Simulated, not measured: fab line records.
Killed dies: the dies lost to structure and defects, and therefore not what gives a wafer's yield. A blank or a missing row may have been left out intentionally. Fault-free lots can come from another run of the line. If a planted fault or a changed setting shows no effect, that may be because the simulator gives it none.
Which tool did it?	flow gf180mcu	13 lots, 39 wafers sampled, at 5 steps of a route of 602

WHAT EACH GAUGE READ, for each wafer
GF_NSD_OVL_MEAS_08.
lot	measured	on	NSD_OVL (nm)
L871	day 13 17:26	overlay-02	2.2 1.3 3.7
L872	day 13 20:47	overlay-02	-0.1 -0.9 0.2
L873	day 14 05:46	overlay-02	1.8 1.6 1.6
L875	day 14 23:02	overlay-01	-0.6 0.1 -1.3
L877	day 15 08:23	overlay-01	0.5 1.3 0.1
L879	day 16 03:08	overlay-01	1.1 0.0 0.5
L880	day 16 08:47	overlay-01	1.8 1.3 1.2
L881	day 16 22:25	overlay-02	-1.0 0.6 -1.3
L883	day 17 11:01	overlay-01	1.8 0.2 -0.7
L887	day 18 20:46	overlay-02	-1.2 -2.6 -2.0
L889	day 19 16:26	overlay-01	0.0 0.9 1.4
L892	day 20 21:41	overlay-02	0.3 1.7 1.0
L893	day 21 00:01	overlay-01	-0.1 0.5 0.7

GF_SALICIDE_THK_MEAS_05: measures by xrf.
lot	measured	on	SALICIDE_TIN_THK (nm)
L871	day 15 12:46	film_metro-04	20.22 19.72 20.16
L872	day 15 15:35	film_metro-04	20.15 19.98 19.65
L873	day 16 01:58	film_metro-04	20.31 20.20 20.35
L875	day 16 20:13	film_metro-04	20.09 20.24 20.03
L877	day 17 06:31	film_metro-04	19.78 19.76 19.87
L879	day 18 02:09	film_metro-02	20.09 20.09 20.25
L880	day 18 08:19	film_metro-04	19.77 19.77 19.59
L881	day 18 22:55	film_metro-04	19.96 20.33 20.01
L883	day 19 12:08	film_metro-03	19.71 19.84 19.31
L887	day 20 23:14	film_metro-02	20.30 20.29 19.96
L889	day 21 18:28	film_metro-04	19.77 19.83 20.05
L892	day 22 23:02	film_metro-02	20.37 20.43 20.79
L893	day 23 00:25	film_metro-04	20.17 20.34 20.39

GF_M1_CD_MEAS_14: the cd target is 230 nm.
lot	measured	on	cd_nm (nm)
L871	day 17 12:52	cd_sem-01	230.2 229.9 230.7
L872	day 17 15:47	cd_sem-01	229.0 229.5 229.7
L873	day 18 02:34	cd_sem-01	229.6 229.2 229.9
L875	day 18 22:05	cd_sem-02	229.2 229.2 229.6
L877	day 19 08:50	cd_sem-02	228.7 230.0 229.6
L879	day 20 05:45	cd_sem-01	229.1 229.7 230.0
L880	day 20 11:37	cd_sem-01	229.0 229.9 229.6
L881	day 21 02:02	cd_sem-02	228.1 228.9 228.2
L883	day 21 15:28	cd_sem-02	229.8 228.4 227.8
L887	day 23 00:16	cd_sem-01	229.4 229.4 230.4
L889	day 23 19:34	cd_sem-02	229.3 229.6 229.5
L892	day 24 20:57	cd_sem-02	228.5 227.3 229.2
L893	day 24 23:14	cd_sem-01	228.7 230.3 228.9

WHAT TOOL EACH LOT RAN ON (gives the tool, then ch and the chambers of the sampled wafers, and finally the start)
lot	GF_CONTACT_CMP_04	GF_CONTACT_ETCH_17
L871	cmp-02 ch 0,1,3, day 15 13:32	rie_diel-02 ch 1,2, day 17 12:52 or earlier
L872	cmp-02 ch 0,1,3, day 15 16:10	rie_diel-03 ch 0,1,2, day 17 15:47 or earlier
L873	cmp-01 ch 1,2, day 16 02:37	rie_diel-03 ch 0,1,3, day 18 02:34 or earlier
L875	cmp-02 ch 0,1,2, day 16 20:51	rie_diel-04 ch 0,3, day 18 22:05 or earlier
L877	cmp-01 ch 0,1, day 17 07:08	rie_diel-02 ch 0,1,3, day 19 08:50 or earlier
L879	cmp-02 ch 2,3, day 18 02:46	rie_diel-04 ch 0,1,3, day 20 05:45 or earlier
L880	cmp-02 ch 0,1,2, day 18 08:54	rie_diel-02 ch 1,2,3, day 20 11:37 or earlier
L881	cmp-02 ch 0,2,3, day 18 23:30	rie_diel-02 ch 1,2,3, day 21 02:02 or earlier
L883	cmp-02 ch 0,2,3, day 19 12:43	rie_diel-02 ch 0,3, day 21 15:28 or earlier
L887	cmp-01 ch 1,2, day 20 23:54	rie_diel-03 ch 0,2,3, day 23 00:16 or earlier
L889	cmp-01 ch 0,3, day 21 19:02	rie_diel-04 ch 2,3, day 23 19:34 or earlier
L892	cmp-02 ch 1,2,3, day 22 23:43	rie_diel-03 ch 1,2,3, day 24 20:57 or earlier
L893	cmp-02 ch 1,2,3, day 23 01:23	rie_diel-04 ch 0,1,2, day 24 23:14 or earlier
- GF_CONTACT_CMP_04: polishes SiO2.
- GF_CONTACT_ETCH_17: etches SiO2 in C4F8/O2/Ar, stops on CoSi2, target depth 860 nm.

WHAT THE TOOLS THEMSELVES READ (means of the sampled wafers that have a number; where no wafer has one, the mark that the record gives instead)
GF_CONTACT_CMP_04.
lot	tool	motor_current_A (A)	retaining_ring_pressure_frac	time_to_endpoint_s (s)
L871	cmp-02	11.9	1.000	109
L872	cmp-02	11.6	0.999	111
L873	cmp-01	13.5	1.001	115
L875	cmp-02	12.7	1.003	115
L877	cmp-01	14.6	1.001	117
L879	cmp-02	13.4	1.004	108
L880	cmp-02	12.5	1.007	112
L881	cmp-02	12.7	1.006	113
L883	cmp-02	12.6	0.995	108
L887	cmp-01	14.0	1.002	138
L889	cmp-01	13.2	0.996	128
L892	cmp-02	12.3	0.995	122
L893	cmp-02	12.2	1.000	111

GF_CONTACT_ETCH_17.
lot	tool	chamber_pressure_mTorr (mTorr)	oes_product_au (a.u.)
L871	rie_diel-02	39.99	0.818
L872	rie_diel-03	40.00	0.808
L873	rie_diel-03	40.02	0.818
L875	rie_diel-04	40.01	0.815
L877	rie_diel-02	40.00	0.814
L879	rie_diel-04	40.00	0.813
L880	rie_diel-02	40.00	0.811
L881	rie_diel-02	39.99	0.811
L883	rie_diel-02	39.98	0.818
L887	rie_diel-03	39.97	0.786
L889	rie_diel-04	39.99	0.787
L892	rie_diel-03	40.00	0.815
L893	rie_diel-04	40.00	0.814

THE ANSWER, worked out from the rows above alone
Rule: usual is defined by the lots themselves. The widest of any qualifying gaps counts: lots, ordered by their means at a reading, are off when they make up no more than a third of the lots, leave a main group of 4 or more, and stand apart from it by 3 or more times the standard deviation of that group's means. If all means in a main group match to the digits the tables above print for the reading, that group is not used. A lot without any number at a reading at which 4 lots or more have one is off too. Where the step has rows for the other lots, those lots are counted as sound. After the gauges, taken in route order, come the tools' own readings; for these a lot's mean is taken, as printed above. At the first step where some lot is off, the reading lying furthest off is the one used; lots without a number count as furthest.
Off at GF_CONTACT_ETCH_17 (oes_product_au): L887, L889. The main group: mean 0.814 a.u., standard deviation 0.0031.
A tool fits if, at that step or a process step before it, it ran every lot that is off, and no sound lot after the first of them. Because GF_CONTACT_ETCH_17 lacks a start for some lots, the hours and order of its lots are taken from GF_M1_CD_MEAS_14. One fits: GF_CONTACT_CMP_04 on cmp-01. Its last sound lot is L877 (day 17 07:08), its first lot that is off L887 (day 20 23:54): a fault that began between those two fits.

WHAT WAS PUT IN BY THE SIMULATOR
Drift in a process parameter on cmp-01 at GF_CONTACT_CMP_04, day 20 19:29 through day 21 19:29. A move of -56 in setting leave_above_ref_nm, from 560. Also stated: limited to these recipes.
Shown lots that were struck: L887, L889. This agrees with what the rule above found.
